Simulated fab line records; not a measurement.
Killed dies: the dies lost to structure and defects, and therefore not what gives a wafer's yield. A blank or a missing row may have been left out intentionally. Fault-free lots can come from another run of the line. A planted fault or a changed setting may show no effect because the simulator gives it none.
2 desks looking at one fault + flow sky130 + each desk holds nothing but its own numbers, with what lay behind them at the end

## FROM THE METROLOGY DESK
What the gauges read, lot by lot, whatever tool the lot ran on: means of the sampled wafers that have a number. The brackets show how far a lot's mean lies from the usual mean; more than 4 standard deviations puts the lot out of limits, marked OUT.
Columns: A = LDD_LDN_TW at SKY_LDD_LDN_TW_MEAS_13, usual 1477; B = LI_CONTACT_W_RS at SKY_LI_CONTACT_RS_MEAS_22, usual 0.284 ohm/sq; C = CONTACT_CVD_00_THK at SKY_CONTACT_THK_MEAS_01, usual 75.0 nm
| lot  | first seen here | A               | B     | C    |
|------|-----------------|-----------------|-------|------|
| L406 | day 23 06:07    | 1490            | 0.281 | 75.5 |
| L407 | day 23 07:11    | 1492            | 0.285 | 74.7 |
| L408 | day 23 20:10    | 1492            | 0.282 | 74.6 |
| L411 | day 25 02:16    | 1469            | 0.285 | 75.2 |
| L410 | day 25 03:31    | 1471            | 0.282 | 74.1 |
| L413 | day 26 11:37    | 1483            | 0.279 | 74.6 |
| L416 | day 27 05:24    | 1478            | 0.290 | 74.1 |
| L417 | day 27 14:09    | 1480            | 0.279 | 74.9 |
| L423 | day 29 05:28    | 1532 (+5.9) OUT | 0.282 | 74.7 |
| L426 | day 30 01:07    | 1543 (+7.0) OUT | 0.285 | 75.1 |
| L427 | day 30 08:10    | 1479            | 0.283 | 75.5 |
| L429 | day 30 22:39    | 1489            | 0.285 | 76.1 |
Finding of this desk: L423, L426 out of limits, first seen on L423 at day 29 05:28 (LDD_LDN_TW at SKY_LDD_LDN_TW_MEAS_13). In limits: L406, L407, L408, L411, L410, L413, L416, L417, L427, L429.

## FOR THE TOOL OWNER'S DESK: implanter-02
The tool's own readings at SKY_LDD_LDN_IMPLANT_11: means of the sampled wafers that have a number, for each lot that ran on this tool. The brackets show how far a lot's mean lies from the usual mean; more than 4 standard deviations puts the lot out of limits, marked OUT.
Columns: A = dose ions cm2 at SKY_LDD_LDN_IMPLANT_11, usual 1.2501e+13; B = faraday current uA at SKY_LDD_LDN_IMPLANT_11, usual 70.5
| lot  | first seen here | A                            | B               |
|------|-----------------|------------------------------|-----------------|
| L406 | day 23 05:53    | 1.2505e+13                   | 70.9            |
| L408 | day 23 19:55    | 1.2505e+13                   | 69.0            |
| L411 | day 25 02:01    | 1.2520e+13                   | 71.2            |
| L410 | day 25 03:16    | 1.2489e+13                   | 69.7            |
| L423 | day 29 05:15    | 2.0749e+13 (+99 or more) OUT | 117.6 (+36) OUT |
| L426 | day 30 00:54    | 2.0777e+13 (+99 or more) OUT | 117.8 (+36) OUT |
This desk's verdict: out of limits on L423, L426, starting with L423 at day 29 05:15 (dose ions cm2 at SKY_LDD_LDN_IMPLANT_11). In limits: L406, L408, L411, L410.

## PUT TOGETHER
The tool owner's desk had the chance to raise an alarm at day 29 05:15 on L423, L426.
Metrology desk: alarm possible at day 29 05:28 on L423, L426.
All the named lots went through SKY_LDD_LDN_IMPLANT_11 on implanter-02.

## WHAT THE SIMULATOR HAD INSERTED
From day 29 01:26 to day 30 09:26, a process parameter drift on implanter-02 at SKY_LDD_LDN_IMPLANT_11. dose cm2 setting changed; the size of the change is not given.
Shown lots that were struck: L423, L426.
Fault start to first reading out of limits, in hours, per desk: tool owner, 4; metrology, 4.
